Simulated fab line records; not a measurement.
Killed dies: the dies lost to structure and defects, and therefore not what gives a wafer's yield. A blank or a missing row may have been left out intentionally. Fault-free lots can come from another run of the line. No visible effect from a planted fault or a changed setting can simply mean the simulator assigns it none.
fab line records    flow gf180mcu
[record] lots = 6  wafers = 18  lastDay = 33
route steps=602 shown M5@532 V5@540 TOP_METAL@567 PASSIVATION@602
lots with no fault: from the same line, run without faults
startH: hours from the record's first day to the start of the lot's first wafer shown    waitH: hours from the lot's prior step to this one    " same as the row above    L1.1+2: one row covering several wafers at once    - no value present, or no start provided    * or withheld: withheld    < > ~ a bound
route shown NAME@n: a module of which the file shows steps, and the number in the route of the first    usual: the fault-free wafers' mean and standard deviation    same: alike in all rows    chamber/n: place in a boat    sites: the reading at each site    _std_site: standard deviation of those values    _edge_site: inner sites' mean taken away from outer sites' mean    radiusMm: how far each site lies from the wafer's centre    mask NAME#n: copy n    behind: the most recent tool/chamber to have shaped the wafer    hold: cause of the lot's hold/its duration in hours/its outcome    device: which transistor (n, p or np) failed to switch    end of line: at the end of the route, the tests of the same wafers    for a step that has no rows: nothing shown but its recipe    killed: the dies lost at the first sort to structure and to defects; this is not the yield of the wafer    map: the dies of a wafer, with x for killed, . for not killed, _ for no die there
set.NAME: the setting as run; set.NAME@STEP: as run at that earlier step    model.NAME: the simulator's own value behind a step, which no gauge read
certain route steps with their lots: each step a table, each wafer a row
services: when a tool's chamber went out of use (startH, in hours from the record's first day, below 0 if earlier), for how many hours, and the reason
[[steps]]
[step GF_M5_DEVELOP_06]
[recipe] developTimeS = 60  devTempC = 21
[step GF_M5_CD_MEAS_07]
[recipe] targetCdNm = 280
[usual] cdNm = 279.8/1.4
lot.wafer  tool      chamber  startH  waitH  cdNm
L407.2     cdSem-02  -        608.23  0.1    281.6
L407.3     "         -        "       "      279.7
L407.6     "         -        "       "      280.7
L408.1     cdSem-01  -        629.25  0.1    279.8
L408.4     "         -        "       "      279.8
L408.5     "         -        "       "      278.5
L411.2     cdSem-02  -        645.22  0.1    279.0
L411.4     "         -        "       "      278.9
L411.5     "         -        "       "      279.4
L416.1     cdSem-01  -        677.60  0.1    279.1
L416.2     "         -        "       "      278.6
L416.3     "         -        "       "      277.5
L419.1     cdSem-01  -        701.50  0.1    280.8
L419.2     "         -        "       "      280.5
L419.6     "         -        "       "      281.8
L426.1     cdSem-02  -        741.49  0.1    279.2
L426.3     "         -        "       "      281.4
L426.4     "         -        "       "      279.6
[step GF_M5_OVL_MEAS_08]
[usual] M5_OVL = 0/6.2
lot.wafer  tool        chamber  startH  waitH  M5_OVL[nm]
L407.2     overlay-01  -        608.33  0.1    6
L407.3     "           -        "       "      -2
L407.6     "           -        "       "      12
L408.1     overlay-01  -        629.37  0.1    8
L408.4     "           -        "       "      2
L408.5     "           -        "       "      14
L411.2     overlay-02  -        645.32  0.1    -7
L411.4     "           -        "       "      0
L411.5     "           -        "       "      -10
L416.1     overlay-02  -        677.72  0.1    2
L416.2     "           -        "       "      -4
L416.3     "           -        "       "      -5
L419.1     overlay-02  -        701.62  0.1    -4
L419.2     "           -        "       "      -10
L419.6     "           -        "       "      -6
L426.1     overlay-02  -        741.61  0.1    -8
L426.3     "           -        "       "      -10
L426.4     "           -        "       "      -4
[step GF_M5_ETCH_09]
[recipe] chemistry = CF4/O2  target = Si3N4  targetDepthNm = 52  sourceW = 800  biasW = 150  pressureMtorr = 150  cf4FlowSccm = 80  O2_flow_sccm = 10  timeS = 11.6
[step GF_M5_METAL_ETCH_10]
[recipe] chemistry = Cl2/BCl3  maskMaterial = KrF  targetDepthNm = 627.5  stopOn = SiO2  pressureMtorr = 8  icpW = 800  biasW = 140  Cl2_flow_sccm = 80  bcl3FlowSccm = 40  timeS = 100.5
[usual] biasW = 140.0/0.39  drypumpMotorCurrentA = 5.5/0.41  oesProductAu = 0.992/0.0063  throttleValvePct = 28.227/0.01
lot.wafer  tool         chamber  startH  waitH  biasW  drypumpMotorCurrentA  oesProductAu  rfHoursCounterH  throttleValvePct
L407.2     rieMetal-04  0        608.39  0.0    140.4  5.6                   0.990         9                28.234
L407.3     "            1        "       "      139.8  5.6                   0.994         -                28.247
L407.6     "            0        "       "      139.8  5.6                   1.001         -                28.220
L408.1     rieMetal-04  0        629.43  0.0    140.4  5.6                   1.004         10               28.215
L408.4     "            0        "       "      140.2  5.6                   0.996         -                28.224
L408.5     "            0        "       "      140.4  5.5                   1.003         -                28.214
L411.2     rieMetal-04  0        645.38  0.0    139.7  5.6                   1.006         11               28.214
L411.4     "            0        "       "      140.3  5.6                   0.994         -                28.200
L411.5     "            1        "       "      140.3  5.6                   1.008         -                28.218
L416.1     rieMetal-03  1        677.78  0.0    139.5  5.0                   1.002         1                28.225
L416.2     "            0        "       "      139.9  6.3                   0.992         11               28.230
L416.3     "            1        "       "      139.3  5.0                   0.994         -                28.233
L419.1     rieMetal-04  0        701.68  0.0    140.5  5.6                   0.995         12               28.235
L419.2     "            1        "       "      139.8  5.6                   0.997         3                28.234
L419.6     "            0        "       "      140.3  5.6                   0.997         -                28.219
L426.1     rieMetal-04  1        741.67  0.0    139.1  5.6                   0.993         5                28.230
L426.3     "            1        "       "      139.8  5.6                   1.005         -                28.213
L426.4     "            1        "       "      139.6  5.6                   0.987         -                28.216
[step GF_M5_STRIP_11]
[recipe] chemistry = O2/N2  powerW = 1400  pressureMtorr = 1500  platenTempC = 250  o2FlowSccm = 3000  n2FlowSccm = 300  overashFraction = 0.5
[step GF_M5_STRIP_12]
[recipe] chemistry = postEtchResidueRemover  timeS = 1200  tempC = 72.5
[step GF_M5_CLEAN_13]
[recipe] chemistry = DIW  dry = n2Spin
[step GF_V5_CVD_00]
[recipe] material = SiO2  targetThkNm = 300  sigmaOpenFrac = 0.3  tempC = 400  timeS = 50  sih4FlowSccm = 60  pressureMtorr = 6
[step GF_V5_THK_MEAS_01]
[recipe] reads = SiO2_of_V5_CVD_00
[usual] V5_CVD_00_THK = 300.4/2.9
lot.wafer  tool          chamber  startH  waitH  V5_CVD_00_THK[nm]
L407.2     filmMetro-02  -        609.09  0.0    304.2
L407.3     "             -        "       "      296.9
L407.6     "             -        "       "      298.5
L408.1     filmMetro-01  -        630.23  0.0    300.0
L408.4     "             -        "       "      301.7
L408.5     "             -        "       "      301.1
L411.2     filmMetro-01  -        646.11  0.1    299.1
L411.4     "             -        "       "      302.1
L411.5     "             -        "       "      304.2
L416.1     filmMetro-02  -        678.47  0.0    295.9
L416.2     "             -        "       "      297.5
L416.3     "             -        "       "      304.7
L419.1     filmMetro-04  -        702.37  0.0    302.1
L419.2     "             -        "       "      299.7
L419.6     "             -        "       "      304.0
L426.1     filmMetro-01  -        742.47  0.0    302.0
L426.3     "             -        "       "      301.2
L426.4     "             -        "       "      300.0
[step GF_V5_CVD_02]
[recipe] material = SiO2  targetThkNm = 1450  precursor = TEOS  tempC = 400  timeS = 163.28  rfW = 600
[step GF_V5_THK_MEAS_03]
[recipe] reads = SiO2_of_V5_CVD_02
[usual] V5_CVD_02_THK = 1449/20
lot.wafer  tool          chamber  startH  waitH  V5_CVD_02_THK[nm]
L407.2     filmMetro-01  -        609.25  0.1    1460
L407.3     "             -        "       "      1445
L407.6     "             -        "       "      1471
L408.1     filmMetro-04  -        630.40  0.1    1412
L408.4     "             -        "       "      1451
L408.5     "             -        "       "      1440
L411.2     filmMetro-04  -        646.28  0.1    1454
L411.4     "             -        "       "      1445
L411.5     "             -        "       "      1450
L416.1     filmMetro-04  -        678.63  0.1    1429
L416.2     "             -        "       "      1444
L416.3     "             -        "       "      1461
L419.1     filmMetro-02  -        702.54  0.1    1444
L419.2     "             -        "       "      1431
L419.6     "             -        "       "      1487
L426.1     filmMetro-01  -        742.64  0.1    1438
L426.3     "             -        "       "      1411
L426.4     "             -        "       "      1439
[step GF_V5_CMP_04]
[recipe] material = SiO2  downForcePsi = 4  platenRpm = 60  padVelocityMS = 0.94248
[usual] headPressurePsi = 3.999/0.0088  motorCurrentA = 12.5/1.1  slurryFilterDpKPa = 13.50/0.13
lot.wafer  tool    chamber  startH  waitH  headPressurePsi  motorCurrentA  slurryFilterDpKPa  model.SiO2_of_V5_CVD_02.thkNm
L407.2     cmp-01  2        609.30  0.0    3.997            13.8           13.39              853.7
L407.3     "       1        "       "      3.994            12.0           13.51              854.4
L407.6     "       3        "       "      3.985            13.1           13.52              854.6
L408.1     cmp-02  0        630.46  0.1    4.003            11.7           13.51              855.4
L408.4     "       2        "       "      4.009            11.4           13.37              854.9
L408.5     "       0        "       "      4.018            11.0           13.40              856.3
L411.2     cmp-02  0        646.43  0.1    4.000            11.9           13.66              854.2
L411.4     "       1        "       "      4.007            13.0           13.58              853.9
L411.5     "       3        "       "      3.996            10.9           13.57              854
L416.2     cmp-02  1        678.74  0.1    4.012            13.9           13.57              1061
L416.3     "       2        "       "      4.002            11.3           13.43              1065
L416.1     "       3        "       "      3.992            11.1           13.47              1056
L419.1     cmp-02  0        702.60  0.1    4.002            11.4           13.45              1062
L419.2     "       1        "       "      4.007            13.5           13.47              1056
L419.6     "       1        "       "      3.994            13.4           13.65              1078
L426.1     cmp-01  2        742.70  0.1    3.999            13.8           13.59              855.3
L426.3     "       0        "       "      4.012            12.8           13.56              853.2
L426.4     "       1        "       "      3.987            10.7           13.36              856.3
[step GF_V5_BOW_MEAS_05]
[recipe] mode = bow
[usual] V5_BOW = 135/9.1
lot.wafer  tool          chamber  startH  waitH  V5_BOW[um]
L407.2     filmMetro-02  -        609.62  0.3    133
L407.3     "             -        "       "      149
L407.6     "             -        "       "      140
L408.1     filmMetro-01  -        630.76  0.2    124
L408.4     "             -        "       "      136
L408.5     "             -        "       "      134
L411.2     filmMetro-02  -        646.65  0.2    135
L411.4     "             -        "       "      136
L411.5     "             -        "       "      119
L416.1     filmMetro-02  -        678.99  0.1    147
L416.2     "             -        "       "      135
L416.3     "             -        "       "      137
L419.1     filmMetro-02  -        702.90  0.2    136
L419.2     "             -        "       "      128
L419.6     "             -        "       "      128
L426.1     filmMetro-01  -        743.00  0.2    122
L426.3     "             -        "       "      122
L426.4     "             -        "       "      134
[step GF_V5_DEHYDRATE_06]
[recipe] tempC = 200  timeS = 60
[step GF_V5_HMDS_07]
[recipe] primeTimeS = 60  primeTempC = 120
[step GF_V5_COAT_08]
[recipe] resist = BARC  tempC = withheld  timeS = withheld  spinRpm = withheld  resistThkNm = withheld
[step GF_V5_COAT_09]
[recipe] resist = KrF  spinRpm = withheld  resistThkNm = 1000
[step GF_V5_SOFTBAKE_10]
[recipe] tempC = 130  timeS = 62.06  resist = KrF
[step GF_V5_EXPOSE_11]
[recipe] maskId = Via5  targetCdNm = 260  na = 0.68  sourceShape = conventional  sigmaOuter = 0.6  doseMj = 38
[step GF_V5_PEB_12]
[recipe] pebTempC = 135  pebTimeS = 90  resist = KrF
[step GF_V5_DEVELOP_13]
[recipe] developTimeS = 60  resist = KrF  devTempC = 21
[step GF_V5_CD_MEAS_14]
[recipe] targetCdNm = 260
[usual] cdNm = 260.4/1.3
lot.wafer  tool      chamber  startH  waitH  cdNm
L407.2     cdSem-02  -        630.15  0.1    260.6
L407.3     "         -        "       "      261.3
L407.6     "         -        "       "      262.4
L408.1     cdSem-01  -        650.61  0.2    260.6
L408.4     "         -        "       "      259.3
L408.5     "         -        "       "      259.4
L411.2     cdSem-02  -        666.53  0.1    262.4
L411.4     "         -        "       "      260.5
L411.5     "         -        "       "      261.0
L416.1     cdSem-02  -        697.81  0.1    258.7
L416.2     "         -        "       "      258.9
L416.3     "         -        "       "      260.1
L419.1     cdSem-01  -        720.60  0.1    263.5
L419.2     "         -        "       "      263.1
L419.6     "         -        "       "      263.0
L426.1     cdSem-02  -        759.50  0.1    260.9
L426.3     "         -        "       "      260.1
L426.4     "         -        "       "      261.3
[step GF_V5_OVL_MEAS_15]
[usual] V5_OVL = -4/5.4
lot.wafer  tool        chamber  startH  waitH  V5_OVL[nm]
L407.2     overlay-01  -        630.25  0.1    -2
L407.3     "           -        "       "      -3
L407.6     "           -        "       "      -4
L408.1     overlay-02  -        650.73  0.1    -2
L408.4     "           -        "       "      2
L408.5     "           -        "       "      3
L411.2     overlay-02  -        666.63  0.1    -9
L411.4     "           -        "       "      -10
L411.5     "           -        "       "      -11
L416.1     overlay-02  -        697.93  0.1    -2
L416.2     "           -        "       "      -14
L416.3     "           -        "       "      -11
L419.1     overlay-02  -        720.72  0.1    -8
L419.2     "           -        "       "      -8
L419.6     "           -        "       "      -2
L426.1     overlay-02  -        759.62  0.1    6
L426.3     "           -        "       "      1
L426.4     "           -        "       "      0
[step GF_V5_ETCH_16]
[recipe] chemistry = N2/H2  targetDepthA = withheld  overetchA = withheld  timeS = withheld  target = BARC  ionEnergyEv = 200  sourceW = 500  biasW = 100  pressureMtorr = 30  n2FlowSccm = 100  h2FlowSccm = 200
[usual] biasW = 100.0/0.33  drypumpMotorCurrentA = 5.7/0.51  h2FlowSccm = 200.1/0.6  n2FlowSccm = 100.0/0.31  oesProductAu = 0.854/0.0052  throttleValvePct = 13.225/0.0096
lot.wafer  tool        chamber  startH  waitH  biasW  drypumpMotorCurrentA  h2FlowSccm  n2FlowSccm  oesProductAu  throttleValvePct
L407.2     rieDiel-02  0        630.28  0.0    100.0  5.6                   201.1       100.5       0.854         13.220
L407.3     "           3        "       "      100.2  5.1                   200.1       100.0       0.857         13.223
L407.6     "           1        "       "      100.1  5.6                   200.0       100.1       0.856         13.215
L408.1     rieDiel-03  1        650.77  0.0    99.7   5.5                   202.0       100.0       0.870         13.210
L408.4     "           1        "       "      100.0  5.5                   201.0       99.7        0.859         13.222
L408.5     "           0        "       "      99.4   4.8                   199.7       100.7       0.858         13.235
L411.2     rieDiel-02  2        666.66  0.0    100.2  6.2                   200.1       100.0       0.853         13.230
L411.4     "           1        "       "      100.0  5.6                   200.2       100.3       0.860         13.240
L411.5     "           0        "       "      99.9   5.6                   200.0       100.1       0.851         13.236
L416.1     rieDiel-03  2        697.96  0.0    100.0  6.5                   199.6       100.1       0.861         13.220
L416.2     "           1        "       "      100.1  5.5                   199.9       99.4        0.851         13.224
L416.3     "           3        "       "      100.4  6.2                   200.6       99.7        0.856         13.235
L419.1     rieDiel-01  1        720.75  0.0    100.2  5.6                   199.8       100.1       0.856         13.223
L419.2     "           0        "       "      100.2  5.2                   199.7       100.2       0.856         13.224
L419.6     "           3        "       "      100.0  6.4                   198.6       99.9        0.855         13.242
L426.1     rieDiel-03  3        759.65  0.0    99.4   6.2                   199.7       99.4        0.850         13.227
L426.3     "           2        "       "      99.5   6.5                   200.7       100.2       0.856         13.213
L426.4     "           1        "       "      100.1  5.5                   200.2       100.2       0.854         13.219
[step GF_V5_ETCH_17]
[recipe] chemistry = C4F8/O2/Ar  maskMaterial = KrF  target = SiO2  stopOn = TiN  sourceW = 1500  biasW = 1200  pressureMtorr = 40  c4f8FlowSccm = withheld  O2_flow_sccm = 6  Ar_flow_sccm = 300  timeS = withheld  targetDepthA = 8550
[usual] biasW = 1199/3.3  oesProductAu = 0.859/0.0048
lot.wafer  tool        chamber  startH  waitH  biasW  oesProductAu  model.V5.featureDepthNm  model.etch.depthNm
L407.2     rieDiel-02  0        -       -      1202   0.855         853.7                    853.7
L407.3     "           3        "       "      1199   0.863         854.4                    854.4
L407.6     "           1        "       "      1196   0.860         854.6                    854.6
L408.1     rieDiel-03  1        -       -      1201   0.863         855.4                    855.4
L408.4     "           1        "       "      1196   0.864         854.9                    854.9
L408.5     "           0        "       "      1201   0.855         856.3                    856.3
L411.2     rieDiel-02  2        -       -      1201   0.859         854.2                    854.2
L411.4     "           1        "       "      1195   0.858         853.9                    853.9
L411.5     "           0        "       "      1207   0.860         854                      854
L416.1     rieDiel-03  2        -       -      1199   0.978         1056                     1056
L416.2     "           1        "       "      1196   0.970         1061                     1061
L416.3     "           3        "       "      1202   0.976         1065                     1065
L419.1     rieDiel-01  1        -       -      1196   0.977         1062                     1062
L419.2     "           0        "       "      1196   0.980         1056                     1056
L419.6     "           3        "       "      1196   0.982         1078                     1078
L426.1     rieDiel-03  3        -       -      1204   0.859         855.3                    855.3
L426.3     "           2        "       "      1201   0.860         853.2                    853.2
L426.4     "           1        "       "      1202   0.859         856.3                    856.3
[step GF_V5_STRIP_18]
[recipe] chemistry = O2/N2  powerW = 1400  pressureMtorr = 1500  platenTempC = 250  o2FlowSccm = 3000  n2FlowSccm = 300  overashFraction = 0.5
[usual] drypumpMotorCurrentA = 5.8/0.31  heaterPowerW = 341/43  n2FlowSccm = 299.9/0.88  oesProductAu = 0.568/0.005
lot.wafer  tool            chamber  startH  waitH  drypumpMotorCurrentA  heaterPowerW  n2FlowSccm  oesProductAu  rfHoursCounterH
L407.2     plasmaAsher-02  1        630.44  -      5.6                   296           299.6       0.576         89
L407.3     "               1        "       "      5.6                   290           301.1       0.563         -
L407.6     "               1        "       "      5.6                   293           298.9       0.567         -
L408.1     plasmaAsher-02  0        650.92  -      5.5                   322           298.9       0.574         91
L408.4     "               0        "       "      5.5                   325           299.2       0.574         -
L408.5     "               0        "       "      5.5                   328           299.3       0.573         -
L411.2     plasmaAsher-01  1        666.82  -      5.9                   363           299.9       0.571         102
L411.4     "               1        "       "      5.9                   356           297.9       0.565         -
L411.5     "               1        "       "      5.9                   353           298.2       0.566         -
L416.1     plasmaAsher-01  0        698.11  -      6.4                   421           300.0       0.577         106
L416.2     "               1        "       "      5.9                   358           300.4       0.568         106
L416.3     "               0        "       "      6.4                   410           300.3       0.564         -
L419.1     plasmaAsher-04  1        720.91  -      5.5                   293           300.0       0.564         30
L419.2     "               0        "       "      5.8                   366           300.1       0.568         30
L419.6     "               0        "       "      5.8                   359           299.4       0.567         -
L426.1     plasmaAsher-01  0        759.81  -      6.3                   413           298.6       0.569         2
L426.3     "               0        "       "      6.4                   415           298.7       0.568         -
L426.4     "               1        "       "      5.9                   350           300.5       0.573         -
[step GF_V5_STRIP_19]
[recipe] chemistry = postEtchResidueRemover  timeS = 1200  tempC = 72.5
[step GF_V5_CLEAN_20]
[recipe] chemistry = DIW  dry = n2Spin
[step GF_V5_SPUTTER_21]
[recipe] material = Ti  targetThkNm = 15  chamberPressurePa = 5  powerW = 2500  substrateTempC = 200  timeS = 80.02
[usual] throttleValvePct = 29.9/1.1
lot.wafer  tool           chamber  startH  waitH  throttleValvePct
L407.2     pvdSputter-04  -        630.98  0.0    30.6
L407.3     "              -        "       "      30.4
L407.6     "              -        "       "      29.7
L408.1     pvdSputter-03  -        651.45  0.0    31.5
L408.4     "              -        "       "      31.2
L408.5     "              -        "       "      29.7
L411.2     pvdSputter-03  -        667.35  0.0    29.8
L411.4     "              -        "       "      31.3
L411.5     "              -        "       "      31.1
L416.1     pvdSputter-03  -        698.65  0.0    28.4
L416.2     "              -        "       "      30.9
L416.3     "              -        "       "      29.7
L419.1     pvdSputter-03  -        721.45  0.0    31.2
L419.2     "              -        "       "      28.2
L419.6     "              -        "       "      30.9
L426.1     pvdSputter-04  -        760.35  0.0    30.9
L426.3     "              -        "       "      30.3
L426.4     "              -        "       "      30.0
[step GF_V5_SPUTTER_22]
[recipe] material = TiN  targetThkNm = 10  chamberPressurePa = 5  powerW = 4000  timeS = 40
[usual] throttleValvePct = 29.9/1.1
lot.wafer  tool           chamber  startH  waitH  throttleValvePct
L407.2     pvdSputter-04  -        631.04  0.0    30.7
L407.3     "              -        "       "      30.1
L407.6     "              -        "       "      29.6
L408.1     pvdSputter-03  -        651.52  0.0    31.3
L408.4     "              -        "       "      30.9
L408.5     "              -        "       "      29.6
L411.2     pvdSputter-03  -        667.41  0.0    29.9
L411.4     "              -        "       "      30.9
L411.5     "              -        "       "      31.2
L416.1     pvdSputter-03  -        698.71  0.0    28.4
L416.2     "              -        "       "      30.9
L416.3     "              -        "       "      29.5
L419.1     pvdSputter-03  -        721.51  0.0    31.3
L419.2     "              -        "       "      28.4
L419.6     "              -        "       "      31.1
L426.1     pvdSputter-04  -        760.41  0.0    30.6
L426.3     "              -        "       "      30.0
L426.4     "              -        "       "      29.5
[step GF_V5_CVD_23]
[recipe] material = W  targetThkNm = 350  timeS = 104.9  tempC = 400  pressureTorr = 40
[step GF_V5_RS_MEAS_24]
[recipe] thkMeasGauge = four-point-probe  reads = W_of_V5_CVD_23+TiN_of_V5_SPUTTER_22+Ti_of_V5_SPUTTER_21
[usual] V5_W_RS = 0.328/0.0066
lot.wafer  tool          chamber  startH  waitH  V5_W_RS[ohm/sq]
L407.2     filmMetro-02  -        631.21  0.1    0.333
L407.3     "             -        "       "      0.313
L407.6     "             -        "       "      0.331
L408.1     filmMetro-01  -        651.67  0.1    0.328
L408.4     "             -        "       "      0.332
L408.5     "             -        "       "      0.315
L411.2     filmMetro-02  -        667.58  0.1    0.317
L411.4     "             -        "       "      0.317
L411.5     "             -        "       "      0.334
L416.1     filmMetro-02  -        698.86  0.1    0.329
L416.2     "             -        "       "      0.334
L416.3     "             -        "       "      0.328
L419.1     filmMetro-04  -        721.66  0.1    0.317
L419.2     "             -        "       "      0.331
L419.6     "             -        "       "      0.318
L426.1     filmMetro-01  -        760.56  0.1    0.329
L426.3     "             -        "       "      0.333
L426.4     "             -        "       "      0.316
[step GF_V5_THK_MEAS_25]
[recipe] thkMeasGauge = xrf  reads = W_of_V5_CVD_23
[usual] V5_W_THK = 346/7.3
lot.wafer  tool          chamber  startH  waitH  V5_W_THK[nm]
L407.2     filmMetro-02  -        631.32  0.1    344
L407.3     "             -        "       "      364
L407.6     "             -        "       "      341
L408.1     filmMetro-01  -        651.79  0.1    344
L408.4     "             -        "       "      341
L408.5     "             -        "       "      356
L411.2     filmMetro-02  -        667.69  0.1    361
L411.4     "             -        "       "      361
L411.5     "             -        "       "      344
L416.1     filmMetro-02  -        698.98  0.1    345
L416.2     "             -        "       "      342
L416.3     "             -        "       "      347
L419.1     filmMetro-04  -        721.78  0.1    359
L419.2     "             -        "       "      342
L419.6     "             -        "       "      356
L426.1     filmMetro-01  -        760.68  0.1    338
L426.3     "             -        "       "      335
L426.4     "             -        "       "      352
[step GF_V5_CMP_26]
[recipe] stopOn = SiO2  downForcePsi = 3.5  platenRpm = 60  tOverpolishS = 15  targetThkNm = 0  padVelocityMS = 0.94248
[usual] headPressurePsi = 3.500/0.0078  motorCurrentA = 11.1/0.98  slurryFilterDpKPa = 13.52/0.13
lot.wafer  tool    chamber  startH  waitH  headPressurePsi  motorCurrentA  slurryFilterDpKPa  model.SiO2_of_V5_CVD_02.thkNm
L407.3     cmp-02  3        631.37  0.0    3.495            10.1           13.62              850.6
L407.2     "       0        "       "      3.500            10.3           13.53              849.9
L407.6     "       0        "       "      3.491            10.8           13.32              850.8
L408.4     cmp-02  0        651.85  0.0    3.488            10.5           13.40              851.1
L408.1     "       3        "       "      3.504            10.4           13.77              851.6
L408.5     "       1        "       "      3.503            11.9           13.47              852.5
L411.4     cmp-01  1        667.75  0.0    3.494            10.3           13.65              850.1
L411.2     "       2        "       "      3.522            12.3           13.52              850.5
L411.5     "       1        "       "      3.496            11.3           13.70              850.2
L416.3     cmp-01  0        699.04  0.0    3.479            11.5           13.42              1062
L416.2     "       1        "       "      3.498            11.1           13.38              1057
L416.1     "       2        "       "      3.499            12.8           13.71              1053
L419.2     cmp-02  3        721.84  0.0    3.504            9.8            13.51              1053
L419.1     "       0        "       "      3.492            10.3           13.54              1058
L419.6     "       3        "       "      3.506            10.0           13.53              1074
L426.3     cmp-02  3        760.79  0.1    3.491            10.6           13.59              849.4
L426.1     "       0        "       "      3.492            10.5           13.32              851.5
L426.4     "       1        "       "      3.496            12.9           13.33              852.5
[step GF_TOP_METAL_SPUTTER_00]
[recipe] material = Ti  targetThkNm = 37.5  arrivingIonEnergyEv = 80  substrateTempC = 200  chamberPressurePa = 2  powerW = 4000  timeS = 150
[step GF_PASSIVATION_PROBE_99]
lot.wafer  tool       chamber  startH  waitH  model.etest.via5Chain.rcOhm
L407.2     prober-01  -        675.02  0.1    6.79
L407.3     prober-01  -        675.07  0.2    6.648
L407.6     prober-01  -        675.22  0.2    6.881
L408.1     prober-01  -        693.63  0.1    7.266
L408.4     prober-01  -        693.78  0.2    7.296
L408.5     prober-01  -        693.83  0.2    6.924
L411.2     prober-01  -        708.70  0.1    6.832
L411.4     prober-01  -        708.80  0.2    6.58
L411.5     prober-01  -        708.85  0.2    6.757
L416.1     prober-02  -        738.43  0.1    6.827
L416.2     prober-02  -        738.48  0.1    16.7
L416.3     prober-02  -        738.53  0.2    7.988
L419.1     prober-01  -        759.53  0.1    7.793
L419.2     prober-01  -        759.58  0.1    8.01
L419.6     prober-01  -        759.78  0.2    9.133
L426.1     prober-02  -        795.58  0.1    7.043
L426.3     prober-02  -        795.68  0.2    6.757
L426.4     prober-02  -        795.73  0.2    6.689
// killed by level:class
L407.2 V2:geometricParticle:open=7 STI:geometricParticle:open=5 STI:geometricParticle:short=3 V1:geometricParticle:open=3 V2:geometricParticle:short=3 V4:geometricParticle:open=3 V5:geometricParticle:short=2 M1:geometricParticle:short=2
L407.3 V5:geometricParticle:open=5 CONTACT:geometricParticle:open=4 V4:geometricParticle:open=4 STI:geometricParticle:open=3 V1:geometricParticle:short=3 V2:geometricParticle:short=3 M5:geometricParticle:short=3 V3:geometricParticle:short=3
L407.6 CONTACT:geometricParticle:open=6 V3:geometricParticle:open=6 V4:geometricParticle:open=6 STI:geometricParticle:open=4 POLY_GATE:geometricParticle:short=4 M2:geometricParticle:short=4 M1:geometricParticle:short=3 V1:geometricParticle:short=3
L408.1 V1:geometricParticle:open=7 M1:geometricParticle:short=6 V5:geometricParticle:open=6 CONTACT:geometricParticle:open=5 M2:geometricParticle:short=5 V2:geometricParticle:open=5 V3:geometricParticle:open=4 STI:geometricParticle:short=3
L408.4 CONTACT:geometricParticle:open=5 V4:geometricParticle:open=5 V1:geometricParticle:open=4 V5:geometricParticle:open=4 POLY_GATE:geometricParticle:short=3 V2:geometricParticle:open=3 V3:geometricParticle:open=3 M3:geometricParticle:short=2
L408.5 CONTACT:geometricParticle:open=6 V1:geometricParticle:open=5 M1:geometricParticle:short=4 V4:geometricParticle:open=4 STI:geometricParticle:short=3 V1:geometricParticle:short=3 V3:geometricParticle:open=3 V5:geometricParticle:short=2
L411.2 CONTACT:geometricParticle:open=5 V1:geometricParticle:open=5 V2:geometricParticle:open=5 V5:geometricParticle:open=5 STI:geometricParticle:short=4 V3:geometricParticle:open=3 M3:geometricParticle:short=3 V4:geometricParticle:open=3
L411.4 CONTACT:geometricParticle:open=5 V3:geometricParticle:open=5 POLY_GATE:geometricParticle:open=4 V1:geometricParticle:short=4 V1:geometricParticle:open=4 M3:geometricParticle:short=4 STI:geometricParticle:open=3 V2:geometricParticle:short=3
L411.5 V3:geometricParticle:open=8 CONTACT:geometricParticle:open=7 V1:geometricParticle:open=5 V5:geometricParticle:open=4 V3:geometricParticle:short=3 CONTACT:geometricParticle:short=2 M1:geometricParticle:short=2 V2:geometricParticle:open=2
L426.1 V5:geometricParticle:open=6 STI:geometricParticle:open=5 V2:geometricParticle:open=5 CONTACT:geometricParticle:open=4 V1:geometricParticle:open=3 V3:geometricParticle:open=3 V3:geometricParticle:short=3 SALICIDE:geometricParticle:open=2
L426.3 CONTACT:geometricParticle:open=7 V2:geometricParticle:open=6 STI:geometricParticle:open=4 STI:geometricParticle:short=4 V1:geometricParticle:open=4 M5:geometricParticle:short=4 SAB:geometricParticle:open=3 M1:geometricParticle:open=3
L426.4 V4:geometricParticle:open=8 V2:geometricParticle:open=5 STI:geometricParticle:open=3 STI:geometricParticle:short=3 CONTACT:geometricParticle:open=3 V1:geometricParticle:open=3 M2:geometricParticle:short=3 M3:geometricParticle:short=3
[[services]]
tool            chamber  startH  hours  kind
cmp-02          -        589.51  1.9    repair
cmp-01          -        596.31  8.8    pm
cmp-01          -        605.70  2.9    repair
rieDiel-01      -        607.11  0.6    repair
rieDiel-01      -        613.83  2.8    pm
cmp-01          -        616.36  0.6    repair
rieMetal-04     1        622.79  6.6    repair
plasmaAsher-01  -        624.08  1.4    repair
plasmaAsher-01  -        630.87  2.8    pm
plasmaAsher-02  -        635.76  1.2    repair
rieDiel-03      2        645.93  4.9    repair
pvdSputter-04   -        647.00  6.1    repair
cmp-02          -        650.18  0.9    repair
cmp-01          -        652.70  2.9    repair
cmp-02          -        658.63  2.1    repair
plasmaAsher-01  -        666.19  0.5    repair
cmp-02          -        666.98  0.9    repair
rieMetal-04     -        695.78  1.4    pm
cmp-01          -        718.90  0.3    repair
plasmaAsher-01  -        733.75  9.0    pm
cmp-02          -        744.23  4.0    pm
rieDiel-03      0        751.66  1.3    repair
cmp-02          -        752.72  2.7    repair
rieDiel-02      2        753.94  7.0    repair
[[key]]
[firstSign] step = GF_V5_ETCH_17  reading = oesProductAu  direction = up  sigmas = 24  usual = 0.859  struck = 0.977
effect none on later readings
[modelEffect] step = GF_V5_CMP_04  value = SiO2_of_V5_CVD_02.thkNm  without = 855  struck = 1063
[modelEffect] step = GF_V5_ETCH_17  value = V5.featureDepthNm  without = 855  struck = 1063
[modelEffect] step = GF_V5_CMP_26  value = SiO2_of_V5_CVD_02.thkNm  without = 851.2  struck = 1059
[modelEffect] step = GF_PASSIVATION_PROBE_99  value = etest.via5Chain.rcOhm  without = 6.742  struck = 9.408
metAt GF_V5_CMP_04
struckWafers L416.1,L416.2,L416.3,L419.1,L419.2,L419.6
sortLeftOut L416.1,L416.2,L416.3,L419.1,L419.2,L419.6
onsetBetween 646.43 678.74
[fault] kind = processParameterDrift  tool = cmp-02  chamber = -  onsetH = 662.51  steps = GF_V5_CMP_04  channel = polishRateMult  offset = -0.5  shape = step  endH = 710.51
// sortLeftOut: the simulated sort isn't trusted on such a fault, so these wafers' sort isn't shown, and their yield isn't known
